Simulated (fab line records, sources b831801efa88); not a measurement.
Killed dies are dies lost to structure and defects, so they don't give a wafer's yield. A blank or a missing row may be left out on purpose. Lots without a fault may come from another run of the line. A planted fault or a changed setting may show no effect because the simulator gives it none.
fab line records | flow gf180mcu
record lots=13 wafers=39 last_day=33
route steps=602 shown MVSD@76 VT_IMPLANT@120 SAB@273 SALICIDE@282
lots that met no fault: from a run of the same line without faults
start_h: hours from the record's first day to the start of the lot's first wafer shown | wait_h: hours since the lot's step before | " the same as in the row above | L1.1+2: a row that stands for several wafers | - no value, or no start given | * or withheld: withheld | < > ~ a bound
route shown NAME@n: a module of which the file shows steps, and the number in the route of the first | usual: mean/standard deviation of fault-free wafers | same: alike in all rows | chamber/n: place in a boat | sites: the reading at each site | _std_site: their standard deviation | _edge_site: outer sites' mean less inner sites' | radius_mm: how far each site lies from the wafer's centre | mask NAME#n: copy n | behind: the tool/chamber that last shaped the wafer | hold: why the lot was held/for how many hours/how that ended | device: the transistor (n, p or np) that didn't switch | end of line: the same wafers' tests at the end of the route | a step without rows: its recipe alone | killed: dies lost to structure and defects at the first sort, not the wafer's yield | map: a wafer's dies, x killed, . not, _ none there
set.NAME: the setting as run; set.NAME@STEP: as run at that earlier step | model.NAME: the simulator's own value behind a step, which no gauge read
steps of the route over a sample of lots; a table a step, a row a wafer
services: from which hour (start_h, from the record's first day; less than 0 if before it) a tool's chamber was out of use, for how many hours, and why
## steps
# step GF_MVSD_STRIP_10
# recipe chemistry=O2/N2 power_w=1400 pressure_mtorr=1500 platen_temp_c=250 o2_flow_sccm=3000 n2_flow_sccm=300 overash_fraction=0.5
# usual drypump_motor_current_A=5.66/0.27 heater_power_w=339/24 oes_product_au=0.722/0.0045 strip_time_to_endpoint_s=36.98/0.11
# columns lot.wafer tool chamber start_h wait_h drypump_motor_current_A heater_power_w oes_product_au rf_hours_counter_h strip_time_to_endpoint_s
L180.1 plasma_asher-03 1 83.66 0.1 5.68 361 0.726 44 37.02
L180.4 " 1 " " 5.70 363 0.717 - 37.03
L180.5 " 0 " " 5.71 329 0.729 - 36.93
L181.1 plasma_asher-02 1 89.81 0.1 5.80 358 0.717 45 36.92
L181.4 " 0 " " 5.49 340 0.713 - 37.04
L181.5 " 1 " " 5.79 359 0.725 - 36.91
L182.2 plasma_asher-03 1 93.63 0.1 5.71 357 0.723 45 36.99
L182.4 " 1 " " 5.72 359 0.720 - 36.91
L182.6 " 1 " " 5.72 362 0.719 - 37.00
L183.3 plasma_asher-03 0 99.36 0.1 5.77 343 0.727 - 37.00
L183.5 " 0 " " 5.78 319 0.717 - 36.96
L183.6 " 1 " " 5.71 360 0.725 - 37.06
L184.1 plasma_asher-02 0 105.78 0.1 5.53 337 0.718 47 36.85
L184.5 " 1 " " 5.79 352 0.718 - 36.80
L184.6 " 0 " " 5.55 338 0.727 - 36.93
L185.1 plasma_asher-02 1 110.13 0.1 5.79 363 0.724 48 36.89
L185.5 " 0 " " 5.53 341 0.726 - 36.82
L185.6 " 1 " " 5.80 355 0.722 - 36.88
L186.1 plasma_asher-02 0 123.38 0.1 5.52 338 0.718 50 36.84
L186.2 " 1 " " 5.82 352 0.728 50 36.84
L186.5 " 1 " " 5.80 351 0.719 - 36.92
L187.1 plasma_asher-03 1 123.62 0.1 5.71 373 0.721 1 37.05
L187.3 " 0 " " 5.69 333 0.723 - 37.13
L187.4 " 1 " " 5.69 382 0.727 - 37.04
L188.1 plasma_asher-03 1 129.33 0.1 5.72 367 0.719 1 37.19
L188.4 " 0 " " 5.73 335 0.720 - 37.07
L188.6 " 0 " " 5.73 335 0.725 - 37.28
L189.1 plasma_asher-02 1 134.48 0.1 5.78 347 0.721 51 37.22
L189.4 " 1 " " 5.79 352 0.728 - 37.12
L189.5 " 0 " " 5.52 324 0.719 - 37.24
L196.1 plasma_asher-02 0 175.73 0.1 5.56 344 0.727 56 37.02
L196.3 " 0 " " 5.54 337 0.721 - 37.01
L196.5 " 1 " " 5.82 353 0.721 - 37.08
L197.1 plasma_asher-01 0 182.96 0.1 6.12 307 0.727 47 36.91
L197.2 " 1 " " 4.91 287 0.723 47 36.91
L197.4 " 1 " " 4.91 295 0.727 - 36.92
L198.1 plasma_asher-02 0 189.46 0.1 5.53 337 0.723 58 36.95
L198.3 " 1 " " 5.79 348 0.730 - 36.91
L198.5 " 0 " " 5.52 333 0.726 - 36.94
# step GF_VT_IMPLANT_IMPLANT_30
# recipe species=B energy_kev=25 dose_cm2=2.534e+12 tilt_deg=7
# usual implant_ion_amu=11/0
# columns lot.wafer tool chamber start_h wait_h implant_ion_amu
L180.1 implanter-02 0 142.64 0.0 11
L180.4 " 0 " " 11
L180.5 " 0 " " 11
L181.1 implanter-02 0 149.26 0.0 11
L181.4 " 0 " " 11
L181.5 " 0 " " 11
L182.2 implanter-01 0 154.93 0.0 11
L182.4 " 0 " " 11
L182.6 " 0 " " 11
L183.3 implanter-01 0 160.31 0.1 11
L183.5 " 0 " " 11
L183.6 " 0 " " 11
L184.1 implanter-02 0 167.54 0.0 11
L184.5 " 0 " " 11
L184.6 " 0 " " 11
L185.1 implanter-04 0 170.71 0.0 11
L185.5 " 0 " " 11
L185.6 " 0 " " 11
L186.1 implanter-01 0 189.46 0.0 11
L186.2 " 0 " " 11
L186.5 " 0 " " 11
L187.1 implanter-04 0 189.54 0.0 11
L187.3 " 0 " " 11
L187.4 " 0 " " 11
L188.1 implanter-02 0 194.21 0.0 11
L188.4 " 0 " " 11
L188.6 " 0 " " 11
L189.1 implanter-02 0 199.59 0.0 11
L189.4 " 0 " " 11
L189.5 " 0 " " 11
L196.1 implanter-02 0 246.71 0.0 49
L196.3 " 0 " " 49
L196.5 " 0 " " 49
L197.1 implanter-04 0 253.51 0.0 49
L197.2 " 0 " " 49
L197.4 " 0 " " 49
L198.1 implanter-02 0 260.69 0.0 49
L198.3 " 0 " " 49
L198.5 " 0 " " 49
# step GF_VT_IMPLANT_TW_MEAS_32
# usual VT_IMPLANT_3_TW=267.7/1.3
# columns lot.wafer tool chamber start_h wait_h VT_IMPLANT_3_TW
L180.1 film_metro-03 - 142.89 0.1 269.2
L180.4 " - " " 267.0
L180.5 " - " " 268.0
L181.1 film_metro-03 - 149.51 0.1 268.4
L181.4 " - " " 268.3
L181.5 " - " " 266.8
L182.2 film_metro-03 - 155.17 0.1 268.1
L182.4 " - " " 269.1
L182.6 " - " " 268.8
L183.3 film_metro-04 - 160.53 0.1 267.2
L183.5 " - " " 266.4
L183.6 " - " " 266.6
L184.1 film_metro-03 - 167.79 0.1 269.3
L184.5 " - " " 267.7
L184.6 " - " " 268.2
L185.1 film_metro-03 - 170.96 0.1 268.8
L185.5 " - " " 267.7
L185.6 " - " " 267.2
L186.1 film_metro-03 - 189.71 0.1 267.2
L186.2 " - " " 267.2
L186.5 " - " " 269.1
L187.1 film_metro-04 - 189.79 0.1 266.7
L187.3 " - " " 267.7
L187.4 " - " " 267.2
L188.1 film_metro-03 - 194.46 0.1 268.9
L188.4 " - " " 267.9
L188.6 " - " " 269.0
L189.1 film_metro-03 - 199.84 0.1 269.2
L189.4 " - " " 267.6
L189.5 " - " " 269.9
L196.1 film_metro-03 - 246.96 0.1 416.0
L196.3 " - " " 412.4
L196.5 " - " " 415.0
L197.1 film_metro-02 - 253.76 0.1 418.0
L197.2 " - " " 416.0
L197.4 " - " " 418.2
L198.1 film_metro-02 - 260.94 0.1 417.0
L198.3 " - " " 416.3
L198.5 " - " " 416.7
# step GF_SAB_CD_MEAS_09
# recipe target_cd_nm=420
# usual cd_nm=420/3.1
# columns lot.wafer tool chamber start_h wait_h cd_nm
L180.1 cd_sem-02 - 337.93 0.1 421
L180.4 " - " " 417
L180.5 " - " " 419
L181.1 cd_sem-02 - 352.48 0.1 417
L181.4 " - " " 415
L181.5 " - " " 417
L182.2 cd_sem-01 - 362.59 0.1 418
L182.4 " - " " 420
L182.6 " - " " 418
L183.3 cd_sem-02 - 368.23 0.1 425
L183.5 " - " " 426
L183.6 " - " " 426
L184.1 cd_sem-02 - 373.62 0.1 416
L184.5 " - " " 417
L184.6 " - " " 414
L185.1 cd_sem-01 - 379.48 0.1 417
L185.5 " - " " 418
L185.6 " - " " 417
L186.1 cd_sem-02 - 403.19 0.1 421
L186.2 " - " " 423
L186.5 " - " " 425
L187.1 cd_sem-01 - 406.34 0.1 421
L187.3 " - " " 422
L187.4 " - " " 418
L188.1 cd_sem-01 - 409.82 0.1 421
L188.4 " - " " 420
L188.6 " - " " 420
L189.1 cd_sem-02 - 417.57 0.1 419
L189.4 " - " " 416
L189.5 " - " " 418
L196.1 cd_sem-01 - 482.53 0.1 423
L196.3 " - " " 426
L196.5 " - " " 422
L197.1 cd_sem-02 - 488.22 0.1 423
L197.2 " - " " 424
L197.4 " - " " 424
L198.1 cd_sem-01 - 501.98 0.1 415
L198.3 " - " " 417
L198.5 " - " " 417
# step GF_SALICIDE_RS_MEAS_04
# recipe thk_meas_gauge=four-point-probe reads=TiN_of_SALICIDE_SPUTTER_03+Co_of_SALICIDE_SPUTTER_02
# usual SALICIDE_TIN_RS=16.3/0.32
# columns lot.wafer tool chamber start_h wait_h SALICIDE_TIN_RS[ohm/sq]
L180.1 film_metro-03 - 338.60 0.0 16.4
L180.4 " - " " 16.4
L180.5 " - " " 16.4
L181.1 film_metro-01 - 353.02 0.0 16.9
L181.4 " - " " 16.7
L181.5 " - " " 16.8
L182.2 film_metro-03 - 363.14 0.0 16.0
L182.4 " - " " 16.0
L182.6 " - " " 16.4
L183.3 film_metro-01 - 368.77 0.1 16.0
L183.5 " - " " 15.9
L183.6 " - " " 15.8
L184.1 film_metro-01 - 374.19 0.0 16.8
L184.5 " - " " 16.4
L184.6 " - " " 16.8
L185.1 film_metro-04 - 380.04 0.0 16.5
L185.5 " - " " 16.7
L185.6 " - " " 16.5
L186.1 film_metro-03 - 403.73 0.0 15.6
L186.2 " - " " 15.8
L186.5 " - " " 15.8
L187.1 film_metro-03 - 406.89 0.0 16.0
L187.3 " - " " 16.1
L187.4 " - " " 16.4
L188.1 film_metro-03 - 410.38 0.0 16.1
L188.4 " - " " 16.1
L188.6 " - " " 16.0
L189.1 film_metro-03 - 418.11 0.0 16.0
L189.4 " - " " 15.9
L189.5 " - " " 16.1
L196.1 film_metro-03 - 483.12 0.0 16.1
L196.3 " - " " 16.4
L196.5 " - " " 16.1
L197.1 film_metro-04 - 488.77 0.0 16.5
L197.2 " - " " 16.5
L197.4 " - " " 16.7
L198.1 film_metro-01 - 502.54 0.0 16.0
L198.3 " - " " 16.1
L198.5 " - " " 16.1
## services
# columns tool chamber start_h hours kind
plasma_asher-01 - 60.20 94.8 pm
implanter-01 - 72.54 2.5 repair
implanter-04 - 79.76 0.6 repair
plasma_asher-02 - 86.58 0.9 repair
implanter-04 - 87.54 2.6 pm
implanter-01 - 87.97 4.1 repair
implanter-02 - 97.87 2.6 repair
implanter-01 - 100.68 3.8 repair
plasma_asher-03 - 108.75 9.0 pm
plasma_asher-03 0 108.75 9.0 vent_cycle
plasma_asher-03 1 108.75 9.0 vent_cycle
plasma_asher-03 0 117.75 - clean
plasma_asher-03 1 117.75 - clean
implanter-04 - 123.66 4.0 repair
implanter-01 - 140.55 4.5 repair
implanter-02 - 143.91 2.5 repair
plasma_asher-03 - 184.63 1.2 repair
plasma_asher-01 - 185.71 1.4 repair
implanter-04 - 215.88 1.4 repair
plasma_asher-03 - 216.45 0.6 repair
implanter-04 - 217.24 4.4 pm
## key
first_sign step=GF_VT_IMPLANT_IMPLANT_30 reading=implant_ion_amu direction=up sigmas=99+ usual=11 struck=49
effect step=GF_VT_IMPLANT_TW_MEAS_32 reading=VT_IMPLANT_3_TW direction=up sigmas=99+ usual=267.7 struck=416.2
met_at GF_VT_IMPLANT_IMPLANT_30
struck_lots L196,L197,L198
tester_left_out L196,L197,L198
not_acting_at GF_MVSD_STRIP_10,GF_SAB_CD_MEAS_09,GF_SALICIDE_RS_MEAS_04
onset_between 199.59 246.71
fault kind=wrong_recipe_download tool=implanter-01,implanter-02,implanter-04 chamber=- onset_h=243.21 steps=GF_VT_IMPLANT_IMPLANT_30 wrong_recipe.not_listed=1
# tester_left_out: of these lots the tester's yield and bins aren't shown, on N5 and GAA mostly nor the transistor test; their killed dies are dies lost to structure and defects alone, not to doping, threshold or leakage, so they don't give the yield
